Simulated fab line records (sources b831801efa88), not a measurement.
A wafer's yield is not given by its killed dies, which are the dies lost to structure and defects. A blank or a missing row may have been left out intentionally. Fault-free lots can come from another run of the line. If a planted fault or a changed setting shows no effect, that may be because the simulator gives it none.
Problem report in the 8D (eight disciplines) form, filled by code || flow sky130 || the parts of the form that need people (team, actions taken, sign-off) are left out

## 1. THE PROBLEM
At SKY_LDD_N_IMPLANT_13, doseIonsCm2 averages 8e+12 over 6 wafers from 2 lots, while fault-free wafers read 5e+12, standard deviation 5.3e+09. That is +99 or more standard deviations from the usual mean.
First observed at day 22 14:15: wafer L143.4, on implanter-02. The record has a number at this step for 18 wafers belonging to 6 lots. Rule for "out" (also "out of limits"): further than 4 standard deviations from the usual mean. All remaining wafers that have a number are taken as sound.

## 2. WHAT IT IS AND WHAT IT IS NOT
{"question": "which readings at this step", "is": "doseIonsCm2, faradayCurrentUA", "is not": "-"}
{"question": "which lots", "is": "L143, L145", "is not": "L132, L135, L147, L153"}
{"question": "which wafers of those lots", "is": "all that have a number", "is not": "-"}
{"question": "read on which tools", "is": "implanter-02", "is not": "implanter-01, implanter-03"}
{"question": "when", "is": "from day 22 14:15", "is not": "up to then (6 sound wafers); but 6 sound wafers of L147, L153 came after"}

## 3. WHAT RULES OUT EACH SUSPECT
Counting: a tool stays on the suspect list if, at a process step up to the reading, it processed all lots that are out and no sound lot following the first of them.
- implanter-02 at SKY_LDD_N_IMPLANT_13: kept. It processed each lot that is out, first L143 at day 22 14:15, and no sound lot thereafter; up to then, the last sound lot it processed was L132 at day 18 05:20. On those wafers its own readings are out: doseIonsCm2, faradayCurrentUA.
After counting, what remains is implanter-02 at SKY_LDD_N_IMPLANT_13.

## 4. THE CAUSE (what the simulator had put in)
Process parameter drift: implanter-02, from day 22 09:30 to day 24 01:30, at SKY_LDD_N_IMPLANT_13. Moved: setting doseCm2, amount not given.
After counting, this tool was the only one left.

## 5. SEQUENCE OF EFFECTS, ordered by route
Rows list readings where the struck wafers' mean (over those with a number) sits beyond 3 standard deviations from the usual. Readings are gone through only where the record gives a usual standard deviation; hours: the median, over the lots, of the time from a lot's start at the first step in this table giving one to that lot's start at this step; sigmas: the change measured in usual standard deviations.
{"hours": 0, "step": "SKY_LDD_N_IMPLANT_13", "reading": "doseIonsCm2", "usual": 5e+12, "on struck wafers": 8e+12, "change": "+3e+12", "sigmas": "+99 or more"}
{"hours": 0, "step": "SKY_LDD_N_IMPLANT_13", "reading": "faradayCurrentUA", "usual": 28.3, "on struck wafers": 45.3, "change": "+17.0", "sigmas": "+32"}
Its process steps:
- SKY_LDD_N_IMPLANT_13

## 6. WHAT WOULD HAVE CAUGHT IT SOONER
First out-of-limits reading in this record: day 22 14:15, which is 5 hours after fault onset at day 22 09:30.
